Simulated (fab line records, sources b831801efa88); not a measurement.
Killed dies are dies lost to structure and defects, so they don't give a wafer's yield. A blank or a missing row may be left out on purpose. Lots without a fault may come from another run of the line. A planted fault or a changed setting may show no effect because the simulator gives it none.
One fault seen from 2 desks | flow gf180mcu | each desk has only its own numbers; what lay behind them comes last

THE METROLOGY DESK
What the gauges read, lot by lot, whatever tool the lot ran on: means of the sampled wafers that have a number. A lot is out of limits, marked OUT, if its mean lies more than 4 standard deviations from the usual mean; the brackets give that distance.
Columns: A = SAB_OVL at GF_SAB_OVL_MEAS_10, usual -1.0 nm; B = M1_ALCU_RS at GF_M1_RS_MEAS_05, usual 0.0694 ohm/sq; C = M1_OVL at GF_M1_OVL_MEAS_15, usual 4 nm
lot  | first seen here | A    | B      | C
L591 | day 15 06:52    | -1.5 | 0.0698 | 13
L592 | day 15 16:28    | -1.8 | 0.0691 | -3
L593 | day 15 17:43    | -1.5 | 0.0700 | 4
L595 | day 16 13:52    | 1.5  | 0.0694 | -1
L598 | day 17 15:31    | -1.5 | 0.0690 | 1
L599 | day 18 04:01    | -0.2 | 0.0691 | 5
L602 | day 18 23:27    | -0.8 | 0.0693 | 1
L603 | day 19 12:58    | -1.5 | 0.0683 | 9
L607 | day 21 00:06    | -3.1 | 0.0693 | 4
L608 | day 21 03:49    | 0.6  | 0.0697 | 1
L609 | day 21 09:58    | -0.6 | 0.0691 | 8
L614 | day 23 03:37    | -1.4 | 0.0686 | 9
This desk's finding: nothing out of limits on any of the 12 lots.

THE TOOL OWNER'S DESK: pvd_sputter-04
The tool's own readings at GF_M1_SPUTTER_02 (material AlCu, target thk 450 nm, time 23.9 s): means of the sampled wafers that have a number, for each lot that ran on this tool. A lot is out of limits, marked OUT, if its mean lies more than 4 standard deviations from the usual mean; the brackets give that distance.
Columns: A = chamber_pressure_pa at GF_M1_SPUTTER_02, usual 0.4000 Pa; B = throttle_valve_pct at GF_M1_SPUTTER_02, usual 30.3 %
lot  | first seen here | A                | B
L591 | day 16 07:58    | 0.4001           | 30.8
L593 | day 16 19:10    | 0.3999           | 30.4
L595 | day 17 14:52    | 0.4002           | 30.4
L598 | day 18 17:58    | 0.4000           | 30.8
L603 | day 20 15:43    | 0.3783 (-27) OUT | 31.7
L614 | day 24 04:16    | 0.3998           | 31.0
This desk's finding: out of limits on L603; first on L603, day 20 15:43 (chamber_pressure_pa at GF_M1_SPUTTER_02). In limits: L591, L593, L595, L598, L614.

PUT TOGETHER
The tool owner's desk could have raised an alarm at day 20 15:43, on L603.
The metrology desk saw nothing out of limits.
The metrology desk has L603 on record, within its limits.
Of the lots named, all ran GF_M1_SPUTTER_02 on pvd_sputter-04.

WHAT THE SIMULATOR HAD PUT IN
Process parameter drift: pvd_sputter-04, from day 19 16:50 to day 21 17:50, at GF_M1_SPUTTER_02. Setting chamber_pressure_pa, moved by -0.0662, from 0.4. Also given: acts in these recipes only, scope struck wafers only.
Lots struck among those shown: L603.
Hours from the fault's start to each desk's first reading out of limits: the tool owner's desk, 23.
